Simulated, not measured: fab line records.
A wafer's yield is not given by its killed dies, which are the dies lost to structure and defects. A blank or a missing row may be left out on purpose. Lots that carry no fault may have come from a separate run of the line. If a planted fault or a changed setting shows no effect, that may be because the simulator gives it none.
A struck lot beside a sound one | flow sky130 | 15 out of 708 route steps
Sound: wafers L940.3, L940.4, L940.5. The struck wafers were L952.1, L952.4, L952.6. The cause is named last.
Per side, at each step with rows, come the tool, then ch with its chambers, and then its first start. Under that, the readings that differ: sound wafers | struck wafers | difference of the means | sigmas: that difference in standard deviations of wafers without a fault.
alike: readings whose means differ by less than 2 such deviations, and words and numbers that are the same on both sides. not compared: withheld readings, readings that some wafer has no value for, bounds like >300 that may hide the same value, and numbers for which the record gives no deviation and whose values overlap.
The two part at a step that has a row with sigmas, a row that says differs or no value, or rows on one side only. Non-overlapping numbers with no deviation appear without sigmas and do not part them. A reading missing from all wafers of one side parts the sides only when that side holds two or more wafers.

first, 3 steps without rows for these wafers: SKY_SONOS_TUNNEL_EXPOSE_04 (exposes mask TUNM, target cd 410 nm); SKY_SONOS_TUNNEL_PEB_05; SKY_SONOS_TUNNEL_DEVELOP_06 (develop time 60 s).
SKY_SONOS_TUNNEL_CD_MEAS_07: the cd target is 410 nm.
  sound on cd-sem-01, day 15 02:37; struck on cd-sem-02, day 19 00:59
  alike: cd-nm
SKY_SONOS_TUNNEL_OVL_MEAS_08:
  sound on overlay-01, day 15 02:43; struck on overlay-01, day 19 01:07
  alike: SONOS_TUNNEL_OVL
then, 3 steps without rows for these wafers: SKY_SONOS_TUNNEL_IMPLANT_09; SKY_SONOS_TUNNEL_WET_ETCH_10 (etches SiO2 in dHF, target depth 14 nm, time 280 s); SKY_SONOS_TUNNEL_STRIP_11 (strips in SPM, time 600 s).
SKY_SONOS_TUNNEL_TW_MEAS_12:
  sound on film-metro-03, day 15 03:11; struck on film-metro-03, day 19 01:35
  alike: SONOS_TUNNEL_TW
then, 2 steps without rows for these wafers: SKY_SONOS_TUNNEL_CLEAN_13 (cleans in dHF, time 20 s); SKY_SONOS_ONO_OXIDATION_00 (stabilise 600 s, purge 300 s, target thk 2.6 nm).
SKY_SONOS_ONO_THK_MEAS_01:
  sound on film-metro-03, day 15 10:35; struck on film-metro-03, day 19 04:41
  alike: SONOS_ONO_OXIDATION_THK
SKY_SONOS_ONO_CVD_02: deposits Si3N4 from DCS/NH3, target thk 10.5 nm, time 175 s.
  sound on lpcvd-02 ch 0, day 15 11:13; struck on lpcvd-02 ch 1, day 19 05:13
  reading                                     | sound             | struck            | difference | sigmas
  model.Si3N4_of_SONOS_ONO_CVD_02.thk-nm (nm) | 10.27 10.18 10.26 | 7.597 7.546 7.458 | -2.703     |
  alike: spike-tc-top-C
SKY_SONOS_ONO_THK_MEAS_03:
  sound on film-metro-02, day 15 12:17; struck on film-metro-03, day 19 06:30
  reading                   | sound             | struck         | difference | sigmas
  SONOS_ONO_CVD_02_THK (nm) | 10.24 10.19 10.31 | 7.60 7.55 7.44 | -2.72      | -21
  not compared: hold
-- here the record skips 32 days between the struck wafers' starts before and after, leaving off in module SONOS_ONO and picking up in module PAD_OPEN (first step shown: number 708 of the route) --
SKY_PAD_OPEN_PROBE_99:
  sound on prober-01, day 48 17:43; struck on prober-01, day 50 23:58
  reading                                 | sound                   | struck                 | difference | sigmas
  model.etest.sonos-uncharged.r-on-ohm-um | 807.4 810.1 796.5       | 759.9 761.8 774.1      | -39.4      |
  model.etest.cap-ono.gate-log10-a-cm2    | -7.559 -7.753 -7.662    | -6.129 -6.01 -6.125    | +1.570     |
  model.etest.cap-ono.gate-bv-v (V)       | 16 16.34 16.06          | 14.88 14.84 15.05      | -1.21      |
  model.etest.cap-ono.tox-acc-nm (nm)     | 12.56 12.69 12.68       | 11.52 11.5 11.42       | -1.16      |
  model.etest.sonos-programmed.vt-v (V)   | 1.647 1.573 1.592       | 1.82 1.809 1.83        | +0.22      |
  model.etest.sonos-baked.vt-less-v (V)   | -0.6409 -0.5447 -0.5676 | -0.785 -0.7508 -0.8305 | -0.204     |
  model.etest.sonos-erased.vt-v (V)       | -2.413 -2.336 -2.377    | -2.433 -2.478 -2.5     | -0.095     |
  alike: killed_at_M0_to_M3, killed_at_M4_up, killed-at-contacts, killed-at-front-end, killed-at-other, killed-dies, killed-open, killed-short
  not compared: model.etest.sonos-erased.drive-ua-um

## WHERE THEY PART
SKY_SONOS_ONO_THK_MEAS_03 only, going by this record. Later steps at which nothing parts them and some readings are alike: SKY_PAD_OPEN_PROBE_99.

WHY: what the simulator had put in
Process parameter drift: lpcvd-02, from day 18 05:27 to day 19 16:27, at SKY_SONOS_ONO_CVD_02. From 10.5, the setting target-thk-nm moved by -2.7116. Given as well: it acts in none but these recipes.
